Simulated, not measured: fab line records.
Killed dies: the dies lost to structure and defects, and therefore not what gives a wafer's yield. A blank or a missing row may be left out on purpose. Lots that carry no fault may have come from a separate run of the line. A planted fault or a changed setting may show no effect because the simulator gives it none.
fab line records | flow sky130
record: lots: 7 | wafers: 21 | last-day: 50
route steps=708 shown RES_XHIGH@332 SD_N@342
lots that met no fault: taken from a fault-free run of the same line
start-h: hours from the record's first day to the start of the lot's first wafer shown | wait-h: time in hours since the lot's previous step | " repeats the value in the row above | L1.1+2: several wafers, shown together as one row | - no value, or no start given | * or withheld: withheld | < > ~ a bound
route shown NAME@n: names a module that has steps shown in the file, with the first one's number in the route | usual: mean and standard deviation over wafers with no fault | same: alike in all rows | chamber/n: place in a boat | sites: the reading at each site | _std_site: the values' standard deviation | _edge_site: inner sites' mean taken away from outer sites' mean | radius-mm: how far each site lies from the wafer's centre | mask NAME#n: copy n | behind: the most recent tool/chamber to have shaped the wafer | hold: what put the lot on hold/how long, in hours/how the hold closed | device: the n, p or np transistor that did not switch | end of line: tests run on the same wafers once the route is complete | a step with no rows: only its recipe | killed: the dies lost at the first sort to structure and to defects; this is not the yield of the wafer | map: shows each die of a wafer: x if killed, . if not, _ if none is there
set.NAME: the setting as run; set.NAME@STEP: as run at that earlier step | model.NAME: the simulator's own value behind a step, which no gauge read
certain route steps with their lots: each step a table, each wafer a row
services: when a tool's chamber went out of use (start-h, in hours from the record's first day, below 0 if earlier), for how many hours, and the reason
== steps ==
step: SKY_RES_XHIGH_DEHYDRATE_00
recipe: temp-c: 200 | time-s: 60
step: SKY_RES_XHIGH_HMDS_01
recipe: prime-time-s: 60 | prime-temp-c: 120
step: SKY_RES_XHIGH_COAT_02
recipe: resist: NOVOLAK | spin-rpm: 3000 | resist-thk-nm: 1140
step: SKY_RES_XHIGH_SOFTBAKE_03
recipe: temp-c: 90 | time-s: 60 | resist: NOVOLAK
step: SKY_RES_XHIGH_EXPOSE_04
recipe: mask-id: URPM | na: 0.6 | source-shape: conventional | sigma-outer: 0.6 | polarization: unpolarized | target-cd-nm: 1270 | dose-mj: 140
step: SKY_RES_XHIGH_PEB_05
recipe: temp-c: withheld | time-s: * | resist: NOVOLAK
step: SKY_RES_XHIGH_DEVELOP_06
recipe: resist: NOVOLAK | developer: TMAH | develop-time-s: 60 | dev-temp-c: 23
step: SKY_RES_XHIGH_IMPLANT_07
recipe: species: BF2 | energy-kev: 20 | dose-cm2: 3.6e+14 | tilt-deg: 0
step: SKY_RES_XHIGH_STRIP_08
recipe: chemistry: O2/N2 | power-w: 1400 | pressure-mtorr: 1500 | platen-temp-c: withheld | o2-flow-sccm: 3000 | n2-flow-sccm: 300 | overash-fraction: 0.5
usual: drypump-motor-current-A: 5.8/0.44 | oes-product-au: 0.711/0.0045 | strip-time-to-endpoint-s: 14.28/0.035
lot.wafer | tool            | chamber | start-h | wait-h | drypump-motor-current-A | oes-product-au | rf-hours-counter-h | strip-time-to-endpoint-s
L432.2    | plasma-asher-01 | 1       | 659.16  | 0.1    | 6.4                     | 0.717          | 55                 | 14.28
L432.3    | "               | 0       | "       | "      | 6.4                     | 0.716          | -                  | 14.31
L432.4    | "               | 1       | "       | "      | 6.5                     | 0.713          | -                  | 14.30
L437.2    | plasma-asher-02 | 1       | 698.25  | 0.1    | 5.4                     | 0.710          | 24                 | 14.31
L437.5    | "               | 1       | "       | "      | 5.4                     | 0.695          | -                  | 14.29
L437.6    | "               | 0       | "       | "      | 5.4                     | 0.707          | -                  | 14.30
L441.1    | plasma-asher-04 | 1       | 726.30  | 0.1    | 5.6                     | 0.706          | 105                | 14.27
L441.5    | "               | 0       | "       | "      | 5.6                     | 0.705          | -                  | 14.25
L441.6    | "               | 1       | "       | "      | 5.6                     | 0.705          | -                  | 14.26
L442.2    | plasma-asher-01 | 1       | 747.80  | 0.1    | 6.5                     | 0.703          | 64                 | 14.25
L442.3    | "               | 1       | "       | "      | 6.5                     | 0.715          | -                  | 14.30
L442.6    | "               | 0       | "       | "      | 6.4                     | 0.715          | -                  | 14.28
L443.2    | plasma-asher-02 | 0       | 751.80  | 0.1    | 5.4                     | 0.713          | 29                 | 14.29
L443.3    | "               | 1       | "       | "      | 5.4                     | 0.712          | -                  | 14.26
L443.5    | "               | 1       | "       | "      | 5.4                     | 0.717          | -                  | 14.29
L447.2    | plasma-asher-02 | 0       | 801.10  | 0.1    | 5.4                     | 0.715          | 34                 | 14.23
L447.3    | "               | 1       | "       | "      | 5.4                     | 0.707          | -                  | 14.25
L447.4    | "               | 0       | "       | "      | 5.4                     | 0.712          | -                  | 14.26
L449.1    | plasma-asher-04 | 1       | 805.32  | 0.1    | 5.6                     | 0.713          | 6                  | 14.26
L449.3    | "               | 0       | "       | "      | 5.5                     | 0.711          | -                  | 14.30
L449.5    | "               | 1       | "       | "      | 5.6                     | 0.712          | -                  | 14.27
step: SKY_RES_XHIGH_TW_MEAS_09
usual: RES_XHIGH_TW: 1651/6.7
lot.wafer | tool          | chamber | start-h | wait-h | RES_XHIGH_TW
L432.2    | film-metro-03 | -       | 659.27  | 0.1    | 1658
L432.3    | "             | -       | "       | "      | 1638
L432.4    | "             | -       | "       | "      | 1648
L437.2    | film-metro-03 | -       | 698.36  | 0.1    | 1650
L437.5    | "             | -       | "       | "      | 1654
L437.6    | "             | -       | "       | "      | 1653
L441.1    | film-metro-04 | -       | 726.40  | 0.1    | 1651
L441.5    | "             | -       | "       | "      | 1658
L441.6    | "             | -       | "       | "      | 1643
L442.2    | film-metro-03 | -       | 747.91  | 0.1    | 1656
L442.3    | "             | -       | "       | "      | 1661
L442.6    | "             | -       | "       | "      | 1656
L443.2    | film-metro-03 | -       | 751.91  | 0.1    | 1645
L443.3    | "             | -       | "       | "      | 1662
L443.5    | "             | -       | "       | "      | 1655
L447.2    | film-metro-04 | -       | 801.21  | 0.1    | 1642
L447.3    | "             | -       | "       | "      | 1643
L447.4    | "             | -       | "       | "      | 1641
L449.1    | film-metro-02 | -       | 805.42  | 0.1    | 1650
L449.3    | "             | -       | "       | "      | 1657
L449.5    | "             | -       | "       | "      | 1655
step: SKY_SD_N_DEHYDRATE_00
recipe: temp-c: 200 | time-s: 60
step: SKY_SD_N_HMDS_01
recipe: prime-time-s: 60 | prime-temp-c: 120
step: SKY_SD_N_COAT_02
recipe: resist: NOVOLAK | spin-rpm: 3000 | resist-thk-nm: 1140
usual: chill-plate-temp-C: 22.99/0.096 | dispense-pressure-kPa: 51/4
lot.wafer | tool           | chamber | start-h | wait-h | chill-plate-temp-C | dispense-pressure-kPa
L432.2    | litho-track-01 | 0       | 673.01  | 0.1    | 22.94              | 54
L432.3    | "              | 0       | "       | "      | 23.03              | 54
L432.4    | "              | 0       | "       | "      | 22.84              | 54
L437.2    | litho-track-02 | 0       | 712.52  | 0.1    | 23.01              | 45
L437.5    | "              | 0       | "       | "      | 23.14              | 45
L437.6    | "              | 0       | "       | "      | 22.94              | 45
L441.1    | litho-track-02 | -       | 740.20  | 0.1    | -                  | -
L441.5    | "              | -       | "       | "      | -                  | -
L441.6    | "              | -       | "       | "      | -                  | -
L442.2    | litho-track-04 | -       | 761.09  | 0.1    | -                  | -
L442.3    | "              | -       | "       | "      | -                  | -
L442.6    | "              | -       | "       | "      | -                  | -
L443.2    | litho-track-01 | -       | 764.86  | 0.1    | -                  | -
L443.3    | "              | -       | "       | "      | -                  | -
L443.5    | "              | -       | "       | "      | -                  | -
L447.2    | litho-track-02 | 0       | 813.72  | 0.1    | 22.88              | 45
L447.3    | "              | 0       | "       | "      | 22.88              | 45
L447.4    | "              | 0       | "       | "      | 23.03              | 45
L449.1    | litho-track-01 | 0       | 817.64  | 0.1    | 23.04              | 54
L449.3    | "              | 0       | "       | "      | 22.88              | 54
L449.5    | "              | 0       | "       | "      | 22.95              | 54
step: SKY_SD_N_SOFTBAKE_03
recipe: temp-c: 90 | time-s: 60 | resist: NOVOLAK
step: SKY_SD_N_EXPOSE_04
recipe: mask-id: NSDM | na: 0.6 | source-shape: conventional | sigma-outer: 0.6 | polarization: unpolarized | target-cd-nm: 380 | dose-mj: 141
step: SKY_SD_N_PEB_05
recipe: temp-c: withheld | time-s: * | resist: NOVOLAK
step: SKY_SD_N_DEVELOP_06
recipe: resist: NOVOLAK | developer: TMAH | develop-time-s: 60 | dev-temp-c: 23
step: SKY_SD_N_CD_MEAS_07
recipe: target-cd-nm: 380
usual: cd-nm: 379.9/2.6
lot.wafer | tool      | chamber | start-h | wait-h | cd-nm
L432.2    | cd-sem-01 | -       | 687.57  | 0.1    | 380.2
L432.3    | "         | -       | "       | "      | 380.0
L432.4    | "         | -       | "       | "      | 383.7
L437.2    | cd-sem-01 | -       | 726.28  | 0.1    | 378.2
L437.5    | "         | -       | "       | "      | 381.9
L437.6    | "         | -       | "       | "      | 378.0
L441.1    | cd-sem-01 | -       | 754.66  | 0.1    | -
L441.5    | "         | -       | "       | "      | -
L441.6    | "         | -       | "       | "      | -
L442.2    | cd-sem-02 | -       | 775.28  | 0.1    | -
L442.3    | "         | -       | "       | "      | -
L442.6    | "         | -       | "       | "      | -
L443.2    | cd-sem-02 | -       | 779.16  | 0.1    | -
L443.3    | "         | -       | "       | "      | -
L443.5    | "         | -       | "       | "      | -
L447.2    | cd-sem-02 | -       | 827.47  | 0.1    | 376.9
L447.3    | "         | -       | "       | "      | 380.6
L447.4    | "         | -       | "       | "      | 378.7
L449.1    | cd-sem-02 | -       | 832.16  | 0.1    | 381.5
L449.3    | "         | -       | "       | "      | 380.2
L449.5    | "         | -       | "       | "      | 379.8
step: SKY_SD_N_OVL_MEAS_08
usual: SD_N_OVL: -1.0/1.4
lot.wafer | tool       | chamber | start-h | wait-h | SD_N_OVL[nm]
L432.2    | overlay-01 | -       | 687.67  | 0.1    | 1.1
L432.3    | "          | -       | "       | "      | 1.1
L432.4    | "          | -       | "       | "      | -0.6
L437.2    | overlay-01 | -       | 726.39  | 0.1    | -1.0
L437.5    | "          | -       | "       | "      | -3.1
L437.6    | "          | -       | "       | "      | -0.9
L441.1    | overlay-02 | -       | 754.78  | 0.1    | -
L441.5    | "          | -       | "       | "      | -
L441.6    | "          | -       | "       | "      | -
L442.2    | overlay-02 | -       | 775.39  | 0.1    | -
L442.3    | "          | -       | "       | "      | -
L442.6    | "          | -       | "       | "      | -
L443.2    | overlay-02 | -       | 779.26  | 0.1    | -
L443.3    | "          | -       | "       | "      | -
L443.5    | "          | -       | "       | "      | -
L447.2    | overlay-01 | -       | 827.57  | 0.1    | -0.1
L447.3    | "          | -       | "       | "      | 0.8
L447.4    | "          | -       | "       | "      | -1.2
L449.1    | overlay-01 | -       | 832.28  | 0.1    | 2.0
L449.3    | "          | -       | "       | "      | 1.2
L449.5    | "          | -       | "       | "      | 1.8
== services ==
tool            | chamber | start-h | hours | kind
plasma-asher-01 | -       | 638.94  | 0.8   | repair
plasma-asher-02 | -       | 655.33  | 14.6  | pm
plasma-asher-04 | -       | 710.14  | 1.0   | repair
plasma-asher-04 | -       | 733.75  | 9.0   | pm
plasma-asher-04 | 0       | 733.75  | 9.0   | vent-cycle
plasma-asher-04 | 1       | 733.75  | 9.0   | vent-cycle
plasma-asher-04 | 0       | 742.75  | -     | clean
plasma-asher-04 | 1       | 742.75  | -     | clean
plasma-asher-01 | -       | 769.49  | 1.9   | repair
plasma-asher-01 | -       | 785.53  | 2.8   | pm
== key ==
first-sign: step: SKY_SD_N_COAT_02 | reading: tool-record | direction: missing
effect: step: SKY_SD_N_CD_MEAS_07 | reading: cd-nm | direction: missing
effect: step: SKY_SD_N_OVL_MEAS_08 | reading: SD_N_OVL | direction: missing
met-at SKY_SD_N_COAT_02
struck-wafers L441.1,L441.5,L441.6,L442.2,L442.3,L442.6,L443.2,L443.3,L443.5
sort-left-out L441.1,L441.5,L441.6,L442.2,L442.3,L442.6,L443.2,L443.3,L443.5
tester-left-out L441,L442,L443
onset-between 712.52 740.20
fault: kind: skipped-step-whole | tool: litho-track-01,litho-track-02,litho-track-04 | chamber: - | onset-h: 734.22 | steps: SKY_SD_N_COAT_02 | scope: struck-lots-only
tester-left-out: of these lots the tester's yield and bins aren't shown, on N5 and GAA mostly nor the transistor test; their killed dies are dies lost to structure and defects alone, not to doping, threshold or leakage, so they don't give the yield
sort-left-out: the simulated sort isn't trusted on such a fault, so these wafers' sort isn't shown, and their yield isn't known
